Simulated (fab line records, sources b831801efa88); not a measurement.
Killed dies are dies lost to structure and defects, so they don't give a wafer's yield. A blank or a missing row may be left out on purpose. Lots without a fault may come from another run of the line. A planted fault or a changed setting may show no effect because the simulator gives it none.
A struck lot beside a sound one | flow sky130 | 15 steps out of a route of 708
Sound: wafers L678.3, L678.5, L678.6. Struck: wafer L685.2. (L685.3, L685.6 of the same lot were not struck and are left out.) The cause comes at the end.
At each step with rows: each side's tool, then ch and its chambers, then its first start. Under that, the readings that differ: sound wafers | struck wafers | difference of the means | sigmas: that difference in standard deviations of wafers without a fault.
alike: readings whose means differ by less than 2 such deviations, and words and numbers that are the same on both sides. not compared: withheld readings, readings that some wafer has no value for, bounds like >300 that may hide the same value, and numbers for which the record gives no deviation and whose values overlap.
The two part at a step that has a row with sigmas, a row that says differs or no value, or rows on one side only. Numbers that don't overlap but have no deviation are shown without sigmas and don't part them. A reading that every wafer of one side lacks parts them only if that side has two wafers or more.

SKY_VIA2_CD_MEAS_12: target cd 200 nm.
  sound on cd_sem-02, day 36 18:49; struck on cd_sem-01, day 39 04:11
  alike: cd_nm
SKY_VIA2_OVL_MEAS_13:
  sound on overlay-01, day 36 18:54; struck on overlay-02, day 39 04:17
  alike: VIA2_OVL
SKY_VIA2_ETCH_14: etches BARC in N2/H2, stops on SiO2, time 45.9 s, target depth 60 nm.
  sound on rie_diel-03 ch 1,2,3, day 36 18:56; struck on rie_diel-04 ch 2, day 39 04:19
  reading                | sound                | struck | difference | sigmas
  throttle_valve_pct (%) | 13.229 13.228 13.232 | 13.208 | -0.022     | -2
  alike: chamber_pressure_mTorr, drypump_motor_current_A, oes_product_au
  not compared: rf_hours_counter_h
SKY_VIA2_ETCH_15: etches SiO2 in C4F8/O2/Ar, stops on TiN, target depth 546 nm, time 84 s.
  sound on rie_diel-03 ch 1,2,3, day 36 18:58; struck on rie_diel-04 ch 2, day 39 04:22
  alike: chamber_pressure_mTorr, oes_product_au
  not compared: rf_hours_counter_h
SKY_VIA2_STRIP_16: strips in O2/N2.
  sound on plasma_asher-03 ch 0,1, day 36 19:04; struck on plasma_asher-02 ch 0, day 39 04:25
  reading                | sound | struck | difference                   | sigmas
  rf_hours_counter_h (h) | - - - | 108    | no value on the sound wafers |
  alike: chamber_pressure_mTorr, drypump_motor_current_A, o2_flow_sccm, oes_product_au, strip_time_to_endpoint_s
then, 4 steps without rows for these wafers: SKY_VIA2_STRIP_17 (strips in post etch residue remover, time 1200 s); SKY_VIA2_CLEAN_18 (cleans in IPA, time 180 s); SKY_VIA2_CLEAN_19 (cleans in O3/DIW); SKY_VIA2_SPUTTER_20 (material TiN, target thk 20 nm, time 80 s).
SKY_VIA2_CVD_21: deposits W, target thk 420 nm, time 126.4 s.
  sound on cvd_w-02 ch 0,1, day 36 19:44; struck on cvd_w-02 ch 0, day 39 05:06
  alike: heater_power_w
SKY_VIA2_RS_MEAS_22: measures by four-point-probe.
  sound on film_metro-04, day 36 19:52; struck on film_metro-03, day 39 05:15
  alike: VIA2_W_RS
SKY_VIA2_THK_MEAS_23: measures by xrf.
  sound on film_metro-04, day 36 19:58; struck on film_metro-03, day 39 05:22
  reading         | sound       | struck | difference | sigmas
  VIA2_W_THK (nm) | 447 436 444 | 418    | -24        | -3
SKY_VIA2_CMP_24: polishes, stops on SiO2, t overpolish 20 s, target thk 0 nm.
  sound on cmp-02 ch 0,3, day 36 20:08; struck on cmp-02 ch 0, day 39 05:28
  reading              | sound                | struck | difference | sigmas
  overpolish_run_s (s) | 19.983 19.987 19.997 | 25.219 | +5.230     | +99 or more
  t_overpolish_s (s)   | 20 20 20             | 25.211 | +5.211     |
  alike: motor_current_A, slurry_flow_ml_min, time_to_endpoint_s
SKY_METAL3_SPUTTER_00: material Ti, target thk 15 nm, time 10 s.
  sound on pvd_sputter-01, day 36 20:23; struck on pvd_sputter-02, day 39 05:43
  alike: cathode_dc_power_W, throttle_valve_pct
-- the record jumps here: 9 days lie between the struck wafers' starts before and after (it left off in module METAL3 and takes up again in module PAD_OPEN, whose first step shown is number 708 of the route) --
SKY_PAD_OPEN_PROBE_99:
  sound on prober-01, day 46 05:43; struck on prober-01, day 48 01:32
  reading             | sound    | struck | difference | sigmas
  killed_at_M0_to_M3  | 36 40 43 | 53     | +13        | +2
  killed_at_front_end | 15 13 26 | 10     | -8         | -2
  killed_at_other     | 0 0 0    | 1      | +1         | +2
  alike: defect_limited_yield, killed_at_M4_up, killed_at_contacts, killed_dies, killed_open, killed_short, sort_bin_3_pad_short, sort_bin_5_function, sort_bin_6_memory, sort_n_pass, sort_yield_pct

WHERE THEY PART
First at SKY_VIA2_ETCH_14; last, within this record, at SKY_PAD_OPEN_PROBE_99.

WHY: what the simulator had put in
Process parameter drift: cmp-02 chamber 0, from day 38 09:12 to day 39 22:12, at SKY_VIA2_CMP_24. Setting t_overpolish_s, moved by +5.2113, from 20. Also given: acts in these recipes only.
